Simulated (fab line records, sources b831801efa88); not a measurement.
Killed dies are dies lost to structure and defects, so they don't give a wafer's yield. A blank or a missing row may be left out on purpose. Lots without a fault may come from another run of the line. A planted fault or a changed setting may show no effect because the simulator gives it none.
A struck lot beside a sound one | flow gf180mcu | 14 steps out of a route of 602
Sound: wafers L924.1, L924.5, L924.6. Struck: wafers L920.1, L920.3, L920.4. The cause comes at the end.
At each step with rows: each side's tool, then ch and its chambers, then its first start. Under that, the readings that differ: sound wafers | struck wafers | difference of the means | sigmas: that difference in standard deviations of wafers without a fault.
alike: readings whose means differ by less than 2 such deviations, and words and numbers that are the same on both sides. not compared: withheld readings, readings that some wafer has no value for, bounds like >300 that may hide the same value, and numbers for which the record gives no deviation and whose values overlap.
The two part at a step that has a row with sigmas, a row that says differs or no value, or rows on one side only. Numbers that don't overlap but have no deviation are shown without sigmas and don't part them. A reading that every wafer of one side lacks parts them only if that side has two wafers or more.

first, 1 step without rows for these wafers: GF_V3_CVD_00 (deposits SiO2, target thk 600 nm, time 100 s).
GF_V3_THK_MEAS_01:
  sound on film_metro-02, day 23 15:04; struck on film_metro-01, day 22 02:04
  reading            | sound       | struck      | difference | sigmas
  V3_CVD_00_THK (nm) | 612 606 604 | 591 596 597 | -13        | -2
GF_V3_CVD_02: deposits SiO2 from TEOS, target thk 850 nm, time 94.851 s.
  sound on pecvd-03 ch 1,2, day 23 15:07; struck on pecvd-04 ch 1,2, day 22 02:07
  alike: heater_power_w
  not compared: since_wet_clean_h
GF_V3_THK_MEAS_03:
  sound on film_metro-01, day 23 15:14; struck on film_metro-02, day 22 02:11
  alike: V3_CVD_02_THK
GF_V3_CMP_04: polishes SiO2.
  sound on cmp-02 ch 2,3, day 23 15:20; struck on cmp-02 ch 0,1,3, day 22 02:15
  alike: motor_current_A, slurry_filter_dp_kPa, slurry_flow_ml_min, time_to_endpoint_s
GF_V3_BOW_MEAS_05:
  sound on film_metro-02, day 23 15:35; struck on film_metro-01, day 22 02:33
  alike: V3_BOW
then, 6 steps without rows for these wafers: GF_V3_DEHYDRATE_06 (time 60 s); GF_V3_HMDS_07 (prime time 60 s); GF_V3_COAT_08; GF_V3_COAT_09 (resist thk 1000 nm); GF_V3_SOFTBAKE_10 (time 60 s); GF_V3_EXPOSE_11 (exposes mask Via3, target cd 260 nm).
GF_V3_PEB_12: peb time 90 s.
  sound on litho_track-03 ch 0, day 24 13:31; struck on litho_track-02, day 23 01:25
  no value came back on the struck wafers for chill_plate_temp_C (C), exhaust_pa (Pa), peb_time_s (s); on the sound wafers chill_plate_temp_C (C) reads 23.16 23.05 23.03
then, 1 step without rows for these wafers: GF_V3_DEVELOP_13 (develop time 60 s).

WHERE THEY PART
First at GF_V3_THK_MEAS_01; last, within this record, at GF_V3_PEB_12.

WHY: what the simulator had put in
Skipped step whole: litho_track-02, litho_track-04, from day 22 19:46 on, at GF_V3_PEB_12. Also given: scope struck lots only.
